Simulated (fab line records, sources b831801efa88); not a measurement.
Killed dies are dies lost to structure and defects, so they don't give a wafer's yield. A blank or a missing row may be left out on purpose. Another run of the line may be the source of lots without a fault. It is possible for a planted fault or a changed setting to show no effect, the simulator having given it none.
Matching of chambers ; flow sfq line ; SFQ_TRILAYER_I1_CMP_CMP_046 on cmp-01 has 4 sister chambers
The step polishes SiO2. 18 wafers are shown with their chamber, then 8 later ones without.

== WAFERS WITH THEIR CHAMBER ==
wafer;chamber;motor current A (A);time to endpoint s (s);slurry flow ml min
L179.4;3;11.2;205;149.3
L179.1;2;10.8;205;150.7
L179.6;0;9.0;223;150.6
L185.2;0;8.7;219;150.1
L185.3;3;10.2;210;150.5
L185.4;2;10.3;210;150.4
L186.2;1;10.3;224;150.2
L186.4;0;9.5;224;150.2
L186.5;1;10.5;227;149.7
L187.1;1;10.5;205;150.2
L187.4;2;11.1;209;149.5
L187.5;1;10.8;228;150.4
L188.6;2;11.2;215;149.5
L189.4;2;11.0;215;150.3
L189.1;1;10.9;227;150.4
L189.3;0;9.0;220;150.5
L190.2;2;10.3;206;149.0
L191.1;0;8.9;214;149.5

SIGNATURES (means of the wafers above)
reading;chamber 0;chamber 1;chamber 2;chamber 3;scatter within a chamber
motor current A;9.020;10.600;10.783;10.700;0.366
time to endpoint s;220.00;222.20;210.00;207.50;6.24
slurry flow ml min;150.180;150.180;149.900;149.900;0.533
Rule: distance of a wafer from a chamber = root of the sum over the readings of ((wafer's reading minus chamber's mean) / reading's scatter) squared. The wafer belongs to the nearest chamber; if the next one is less than 2 further off, it can't be placed. The scatter: the root of (the sum of the squares of (reading less its chamber's mean) over the shown wafers, divided by (wafers less chambers)).

== WAFERS WHOSE CHAMBER IS MISSING ==
wafer;motor current A (A);time to endpoint s (s);slurry flow ml min
L191.5;10.3;215;149.9
L191.6;8.7;214;149.6
L199.1;10.7;216;149.4
L199.3;10.8;208;149.5
L199.4;9.2;213;150.0
L200.2;9.1;220;149.8
L200.4;11.0;216;150.5
L200.5;9.1;224;149.9

== WHICH CHAMBER EACH WENT THROUGH ==
wafer;from the rows above;in truth
L191.5;can't be placed: 1 or 2 or 3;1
L191.6;0;0
L199.1;can't be placed: 2 or 3 or 1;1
L199.3;can't be placed: 3 or 2 or 1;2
L199.4;0;0
L200.2;0;0
L200.4;can't be placed: 1 or 2 or 3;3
L200.5;0;0
Placed correctly: 4 of 8. From these rows, 4 cannot be placed; in 4 the true chamber is one of the candidates. Number placed wrongly: 0.
